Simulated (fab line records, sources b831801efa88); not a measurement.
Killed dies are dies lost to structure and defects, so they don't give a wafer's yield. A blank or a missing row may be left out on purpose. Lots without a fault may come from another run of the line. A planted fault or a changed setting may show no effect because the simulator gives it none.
Problem report in the 8D (eight disciplines) form, filled by code | flow gf180mcu | the parts of the form that need people (team, actions taken, sign-off) are left out

1. THE PROBLEM
chamber_pressure_pa at GF_V4_SPUTTER_21 reads a mean of 4.322 Pa on 6 wafers of 2 lots; wafers without a fault read 5.000 Pa with a standard deviation of 0.01. That is -68 standard deviations from the usual mean.
The step: material Ti, target thk 15 nm, time 80.02 s.
First seen on wafer L382.3, day 27 06:48, on pvd_sputter-02. The record holds 39 wafers of 13 lots with a number at this step. Rule for "out", or "out of limits": more than 4 standard deviations from the usual mean. The other wafers with a number count as sound.

2. WHAT IT IS AND WHAT IT IS NOT
question                    | is                     | is not
which readings at this step | chamber_pressure_pa    | -
which lots                  | L382, L386             | L374, L375, L376, L377, L378, L381, L391, L392, L394, L395, L396
which wafers of those lots  | all that have a number | -
read on which tools         | pvd_sputter-02         | pvd_sputter-01, pvd_sputter-03
when                        | from day 27 06:48      | up to then (18 sound wafers); but 15 sound wafers of L391, L392, L394, L395, L396 came after

3. SUSPECTS, AND WHAT RULES EACH OUT
Counting: a tool at a process step up to the reading stays a suspect if it ran every lot that is out and no sound lot after the first of them.
- pvd_sputter-02 at GF_V4_SPUTTER_21 (material Ti, target thk 15 nm, time 80.02 s): kept. It ran every lot that is out, first L382 (day 27 06:48), and no sound lot after that; its last sound lot up to then is L381 (day 27 02:56). Its own readings are out on those wafers: chamber_pressure_pa.
Left after counting: pvd_sputter-02 at GF_V4_SPUTTER_21.

4. THE CAUSE (what the simulator had put in)
Process parameter drift: pvd_sputter-02, from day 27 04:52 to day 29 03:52, at GF_V4_SPUTTER_21. Setting chamber_pressure_pa, moved by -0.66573, from 5. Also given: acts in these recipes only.
Counting left only this tool.

5. THE CHAIN OF EFFECTS, in route order
Each row: a reading whose mean over the struck wafers that have a number lies more than 3 standard deviations from the usual. Only readings for which the record gives a usual standard deviation are gone through. hours: the time from each lot's start at the first step in this table that gives one to its start at this step, as a median over the lots. sigmas: the change in usual standard deviations.
hours | step             | reading             | usual    | on struck wafers | change | sigmas
0     | GF_V4_SPUTTER_21 | chamber_pressure_pa | 5.000 Pa | 4.322            | -0.678 | -68
0     | GF_V4_SPUTTER_21 | throttle_valve_pct  | 30.2 %   | 33.0             | +2.8   | +3.6
The process steps in it:
- GF_V4_SPUTTER_21: material Ti, target thk 15 nm, time 80.02 s.
Later measuring or inspecting steps at which every struck wafer that the step has a row for has a number for every such reading, and none has moved that far: GF_V4_RS_MEAS_24.

6. WHAT WOULD HAVE CAUGHT IT SOONER
In this record the first reading out of limits was taken at day 27 06:48, 2 hours after the fault began at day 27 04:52.
